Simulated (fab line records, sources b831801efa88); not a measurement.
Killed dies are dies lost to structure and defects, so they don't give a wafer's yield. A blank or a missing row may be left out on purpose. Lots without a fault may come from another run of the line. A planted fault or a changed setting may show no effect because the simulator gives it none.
Which tool did it? | flow sky130 | 14 lots, 42 wafers sampled, at 4 steps of a route of 708

WHAT THE GAUGES READ, wafer by wafer
The record holds no reading of a measuring or inspecting step that can be judged against a usual standard deviation.

WHICH TOOL RAN EACH LOT (tool, then ch and the chambers of the sampled wafers, then the start)
lot  | SKY_METAL3_SPUTTER_02        | SKY_METAL3_SPUTTER_04        | SKY_VIA3_SPUTTER_20          | SKY_METAL4_DEVELOP_12
L908 | pvd_sputter-01, day 36 08:25 | pvd_sputter-01, day 36 08:29 | pvd_sputter-04, day 39 16:20 | litho_track-01 ch 0, day 41 17:00
L910 | pvd_sputter-01, day 37 03:47 | pvd_sputter-01, day 37 03:50 | pvd_sputter-02, day 40 10:59 | litho_track-03 ch 0, day 42 12:00
L914 | pvd_sputter-03, day 38 14:02 | pvd_sputter-03, day 38 14:05 | pvd_sputter-02, day 41 17:08 | litho_track-04 ch 0, day 43 17:00
L915 | pvd_sputter-02, day 39 03:38 | pvd_sputter-02, day 39 03:41 | pvd_sputter-02, day 42 08:14 | litho_track-04 ch 0, day 44 07:00
L916 | pvd_sputter-01, day 39 06:38 | pvd_sputter-01, day 39 06:42 | pvd_sputter-04, day 42 09:56 | litho_track-04 ch 0, day 44 08:00
L917 | pvd_sputter-01, day 39 10:45 | pvd_sputter-01, day 39 10:49 | pvd_sputter-02, day 42 16:55 | litho_track-04 ch 0, day 44 14:00
L918 | pvd_sputter-03, day 39 18:34 | pvd_sputter-03, day 39 18:37 | pvd_sputter-01, day 42 20:47 | litho_track-03 ch 0, day 44 19:00
L919 | pvd_sputter-02, day 40 03:35 | pvd_sputter-02, day 40 03:38 | pvd_sputter-04, day 43 03:32 | litho_track-04, day 45 00:00
L920 | pvd_sputter-01, day 40 16:02 | pvd_sputter-01, day 40 16:06 | pvd_sputter-02, day 43 16:25 | litho_track-03, day 45 13:00
L926 | pvd_sputter-02, day 42 03:21 | pvd_sputter-02, day 42 03:25 | pvd_sputter-02, day 45 02:05 | litho_track-04 ch 0, day 46 20:00
L927 | pvd_sputter-01, day 42 05:12 | pvd_sputter-01, day 42 05:16 | pvd_sputter-04, day 45 03:25 | litho_track-04 ch 0, day 46 22:00
L928 | pvd_sputter-01, day 42 22:30 | pvd_sputter-01, day 42 22:34 | pvd_sputter-02, day 45 19:42 | litho_track-03 ch 0, day 47 14:00
L931 | pvd_sputter-01, day 43 05:29 | pvd_sputter-01, day 43 05:32 | pvd_sputter-04, day 46 01:16 | litho_track-03 ch 0, day 47 18:00
L930 | pvd_sputter-03, day 43 06:11 | pvd_sputter-03, day 43 06:14 | pvd_sputter-02, day 46 02:37 | litho_track-03 ch 0, day 47 20:00
- SKY_METAL3_SPUTTER_02: material AlCu, target thk 735 nm, time 39.1 s.
- SKY_METAL3_SPUTTER_04: material TiN, target thk 70 nm, time 58.3 s.
- SKY_VIA3_SPUTTER_20: material TiN, target thk 20 nm, time 80 s.
- SKY_METAL4_DEVELOP_12: develop time 60 s.

WHAT THE TOOLS THEMSELVES READ (means of the sampled wafers that have a number; where no wafer has one, the mark that the record gives instead)
SKY_METAL3_SPUTTER_02. Usual: throttle_valve_pct 30.2 %, standard deviation 0.87.
lot  | tool           | throttle_valve_pct (%) | flag
L908 | pvd_sputter-01 | 29.2                   |
L910 | pvd_sputter-01 | 29.9                   |
L914 | pvd_sputter-03 | 29.8                   |
L915 | pvd_sputter-02 | 30.2                   |
L916 | pvd_sputter-01 | 30.7                   |
L917 | pvd_sputter-01 | 31.3                   |
L918 | pvd_sputter-03 | 30.1                   |
L919 | pvd_sputter-02 | 30.4                   |
L920 | pvd_sputter-01 | 30.6                   |
L926 | pvd_sputter-02 | 30.3                   |
L927 | pvd_sputter-01 | 29.7                   |
L928 | pvd_sputter-01 | 30.3                   |
L931 | pvd_sputter-01 | 29.2                   |
L930 | pvd_sputter-03 | 29.7                   |

SKY_METAL3_SPUTTER_04. Usual: throttle_valve_pct 30.2 %, standard deviation 0.87.
lot  | tool           | throttle_valve_pct (%) | flag
L908 | pvd_sputter-01 | 29.1                   |
L910 | pvd_sputter-01 | 29.9                   |
L914 | pvd_sputter-03 | 30.0                   |
L915 | pvd_sputter-02 | 30.2                   |
L916 | pvd_sputter-01 | 30.5                   |
L917 | pvd_sputter-01 | 31.1                   |
L918 | pvd_sputter-03 | 30.0                   |
L919 | pvd_sputter-02 | 30.4                   |
L920 | pvd_sputter-01 | 30.6                   |
L926 | pvd_sputter-02 | 30.2                   |
L927 | pvd_sputter-01 | 29.9                   |
L928 | pvd_sputter-01 | 30.6                   |
L931 | pvd_sputter-01 | 29.0                   |
L930 | pvd_sputter-03 | 29.8                   |

SKY_VIA3_SPUTTER_20. Usual: throttle_valve_pct 30.1 %, standard deviation 0.7.
lot  | tool           | throttle_valve_pct (%) | flag
L908 | pvd_sputter-04 | 29.8                   |
L910 | pvd_sputter-02 | 30.5                   |
L914 | pvd_sputter-02 | 30.2                   |
L915 | pvd_sputter-02 | 30.2                   |
L916 | pvd_sputter-04 | 29.8                   |
L917 | pvd_sputter-02 | 30.0                   |
L918 | pvd_sputter-01 | 31.1                   |
L919 | pvd_sputter-04 | 29.1                   |
L920 | pvd_sputter-02 | 29.9                   |
L926 | pvd_sputter-02 | 30.2                   |
L927 | pvd_sputter-04 | 30.3                   |
L928 | pvd_sputter-02 | 29.9                   |
L931 | pvd_sputter-04 | 30.1                   |
L930 | pvd_sputter-02 | 30.0                   |

SKY_METAL4_DEVELOP_12. Usual: chill_plate_temp_C 22.99 C, standard deviation 0.097.
lot  | tool           | chill_plate_temp_C (C) | flag
L908 | litho_track-01 | 23.03                  |
L910 | litho_track-03 | 23.07                  |
L914 | litho_track-04 | 23.03                  |
L915 | litho_track-04 | 22.99                  |
L916 | litho_track-04 | 22.88                  |
L917 | litho_track-04 | 23.02                  |
L918 | litho_track-03 | 23.11                  |
L919 | litho_track-04 | -                      | OFF
L920 | litho_track-03 | -                      | OFF
L926 | litho_track-04 | 22.98                  |
L927 | litho_track-04 | 22.97                  |
L928 | litho_track-03 | 22.96                  |
L931 | litho_track-03 | 22.94                  |
L930 | litho_track-03 | 22.87                  |

THE ANSWER, worked out from the rows above alone
Rule: a lot is off if the mean of its wafers that have a number lies more than 3 standard deviations from the usual mean. A lot without any number at a reading at which 4 lots or more have one is off too. The other lots that the step has rows for count as sound. The gauges are gone through in route order, then the tools' own readings, and for those a lot's mean is taken as printed above. The first step at which some lot is off is used, and at that step the reading that is off furthest; a lot without a number counts as furthest.
Off: L919, L920, at SKY_METAL4_DEVELOP_12 (chill_plate_temp_C). Without a number there: L919, L920.
A tool fits if, at that step or a process step before it, it ran every lot that is off, and no sound lot after the first of them. None of those tried fits.

WHAT THE SIMULATOR HAD PUT IN
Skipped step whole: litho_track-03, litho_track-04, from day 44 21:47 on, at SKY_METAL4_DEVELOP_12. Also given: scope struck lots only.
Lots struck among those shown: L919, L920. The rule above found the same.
